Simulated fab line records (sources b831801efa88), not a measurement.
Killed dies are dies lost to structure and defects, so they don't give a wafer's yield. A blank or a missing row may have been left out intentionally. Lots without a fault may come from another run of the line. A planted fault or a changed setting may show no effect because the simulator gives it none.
The tool behind it: which one? ; flow gf180mcu ; 11 lots, 32 wafers sampled, at 5 steps of a route of 602

== WHAT THE GAUGES READ, wafer by wafer ==
GF_M3_RS_MEAS_05: the measuring method here is four-point-probe.
lot;measured;on;M3_ALCU_RS (ohm/sq)
L830;day 20 01:11;filmMetro-04;0.0708 0.0698 0.0705
L831;day 20 16:43;filmMetro-04;0.0693 0.0704 0.0687
L832;day 21 09:36;filmMetro-04;0.0695 0.0698 0.0697
L835;day 22 00:05;filmMetro-01;0.0682 0.0688 0.0693
L836;day 23 00:02;filmMetro-01;0.0442 0.0688
L839;day 23 12:56;filmMetro-04;0.0692 0.0444 0.0691
L848;day 26 13:57;filmMetro-01;0.0689 0.0680 0.0693
L849;day 26 18:33;filmMetro-01;0.0701 0.0691 0.0688
L850;day 27 07:38;filmMetro-01;0.0698 0.0703 0.0692
L851;day 27 15:02;filmMetro-04;0.0685 0.0671 0.0686
L852;day 27 23:56;filmMetro-01;0.0695 0.0696 0.0683

== TOOL THAT RAN EACH LOT (tool first, then ch and the chambers of the sampled wafers, then the start) ==
lot;GF_M2_METAL_ETCH_16;GF_V2_ETCH_16;GF_V2_SPUTTER_22;GF_M3_SPUTTER_02
L830;rieMetal-02 ch 0,1, day 18 21:28;rieDiel-02 ch 0,1,2, day 19 23:36;pvdSputter-01, day 20 00:20;pvdSputter-02, day 20 01:05
L831;rieMetal-01 ch 0,1, day 19 13:51;rieDiel-02 ch 1,2,3, day 20 15:06;pvdSputter-01, day 20 15:50;pvdSputter-02, day 20 16:35
L832;rieMetal-01 ch 0,1, day 20 07:00;rieDiel-03 ch 0,2,3, day 21 07:57;pvdSputter-04, day 21 08:44;pvdSputter-02, day 21 09:31
L835;rieMetal-02 ch 0,1, day 20 21:42;rieDiel-02 ch 0,1,3, day 21 22:30;pvdSputter-04, day 21 23:13;pvdSputter-02, day 21 23:59
L836;rieMetal-03 ch 0, day 21 21:36;rieDiel-03 ch 2,3, day 22 22:27;pvdSputter-04, day 22 23:10;pvdSputter-02, day 22 23:56
L839;rieMetal-02 ch 0,1, day 22 11:00;rieDiel-02 ch 0,3, day 23 11:21;pvdSputter-04, day 23 12:05;pvdSputter-02, day 23 12:51
L848;rieMetal-01 ch 0,1, day 25 13:09;rieDiel-02 ch 0,1,3, day 26 12:21;pvdSputter-04, day 26 13:05;pvdSputter-03, day 26 13:50
L849;rieMetal-01 ch 0,1, day 25 18:50;rieDiel-02 ch 2,3, day 26 16:54;pvdSputter-04, day 26 17:40;pvdSputter-02, day 26 18:25
L850;rieMetal-01 ch 0,1, day 26 07:52;rieDiel-01 ch 0,1,3, day 27 06:00;pvdSputter-04, day 27 06:44;pvdSputter-02, day 27 07:29
L851;rieMetal-02 ch 0,1, day 26 15:16;rieDiel-02 ch 0,1,2, day 27 13:25;pvdSputter-04, day 27 14:09;pvdSputter-01, day 27 14:57
L852;rieMetal-01 ch 0,1, day 26 23:58;rieDiel-03 ch 1,2,3, day 27 22:21;pvdSputter-01, day 27 23:04;pvdSputter-02, day 27 23:50
- GF_M2_METAL_ETCH_16: etches the open film in Cl2/BCl3, stops on SiO2, target depth 750.8 nm, time 125.1 s.
- GF_V2_ETCH_16: etches BARC in N2/H2.
- GF_V2_SPUTTER_22: material TiN, target thk 10 nm, time 40 s.
- GF_M3_SPUTTER_02: material AlCu, target thk 450 nm, time 23.9 s.

== THE ANSWER, worked out from the rows above alone ==
Rule: the lots themselves supply what counts as usual. Put in order of their means at a reading, lots are off if they are a third of the lots or fewer, leave a main group of 4 or more, and stand apart from it by a gap of 3 or more times the standard deviation of the main group's means; of several such gaps the widest counts. A main group whose means are all the same, to the digits that the tables above print for the reading, isn't used. A lot without any number at a reading at which 4 lots or more have one is off too. The other lots that the step has rows for count as sound.
Off: L836, L839, at GF_M3_RS_MEAS_05 (M3_ALCU_RS). Mean 0.0693 ohm/sq and standard deviation 0.00064 in the main group.
A tool fits if, at a process step before that reading, it ran every lot that is off, and no sound lot after the first of them. Gauges at GF_M3_RS_MEAS_05: tried the same way as those tools. No candidate that was tried fits.

== WHAT WAS PUT IN BY THE SIMULATOR ==
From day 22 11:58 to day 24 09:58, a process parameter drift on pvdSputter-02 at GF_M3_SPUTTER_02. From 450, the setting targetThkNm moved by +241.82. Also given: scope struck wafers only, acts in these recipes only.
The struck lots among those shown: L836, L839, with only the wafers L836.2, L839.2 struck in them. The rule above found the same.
